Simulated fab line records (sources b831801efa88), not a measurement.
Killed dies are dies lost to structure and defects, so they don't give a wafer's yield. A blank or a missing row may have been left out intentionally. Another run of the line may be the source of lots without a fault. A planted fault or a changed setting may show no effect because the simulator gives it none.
Chamber matching / flow sky130 / SKY_VIA4_ETCH_12 on rieDiel-01: 4 sister chambers
The step etches SiO2 in C4F8/O2/Ar, stops on TiN, target depth 580 nm. 4 wafers are shown with their chamber, then 9 later ones without.

== WAFERS PAIRED WITH THEIR CHAMBERS ==
wafer=L084.2; chamber=0; oesProductAu (a.u.)=0.929
wafer=L084.3; chamber=2; oesProductAu (a.u.)=0.920
wafer=L086.3; chamber=3; oesProductAu (a.u.)=0.933
wafer=L086.6; chamber=1; oesProductAu (a.u.)=0.926

== WAFERS WHOSE CHAMBER IS MISSING ==
wafer=L090.1; oesProductAu (a.u.)=0.926
wafer=L090.3; oesProductAu (a.u.)=0.926
wafer=L090.5; oesProductAu (a.u.)=0.929
wafer=L092.2; oesProductAu (a.u.)=0.925
wafer=L092.3; oesProductAu (a.u.)=0.932
wafer=L092.6; oesProductAu (a.u.)=0.920
wafer=L096.1; oesProductAu (a.u.)=0.928
wafer=L096.3; oesProductAu (a.u.)=0.928
wafer=L096.5; oesProductAu (a.u.)=0.930

== CHAMBER TAKEN BY EACH ==
wafer=L090.1; from the rows above=1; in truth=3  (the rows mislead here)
wafer=L090.3; from the rows above=1; in truth=1
wafer=L090.5; from the rows above=0; in truth=0
wafer=L092.2; from the rows above=1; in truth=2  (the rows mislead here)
wafer=L092.3; from the rows above=3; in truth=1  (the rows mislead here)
wafer=L092.6; from the rows above=2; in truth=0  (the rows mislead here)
wafer=L096.1; from the rows above=can't be placed: 0 or 1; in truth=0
wafer=L096.3; from the rows above=can't be placed: 0 or 1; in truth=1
wafer=L096.5; from the rows above=0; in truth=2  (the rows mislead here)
Correctly placed: 2 of 9. From these rows, 2 cannot be placed; in 2 the true chamber is one of the candidates. Placed wrongly: 5.
How it was worked out, from the rows above alone: a wafer's distance from a chamber is the root of the sum, over the readings, of the square of ((its reading less the chamber's mean) divided by the reading's scatter). If the next closest chamber is less than 2 further off than the closest, the wafer can't be placed; otherwise it belongs to the closest. Each chamber's mean is taken over the wafers shown for it. The scatter (one wafer shown for each chamber): square how far every hidden wafer sits from the nearest shown wafer, average those squares and take the square root.
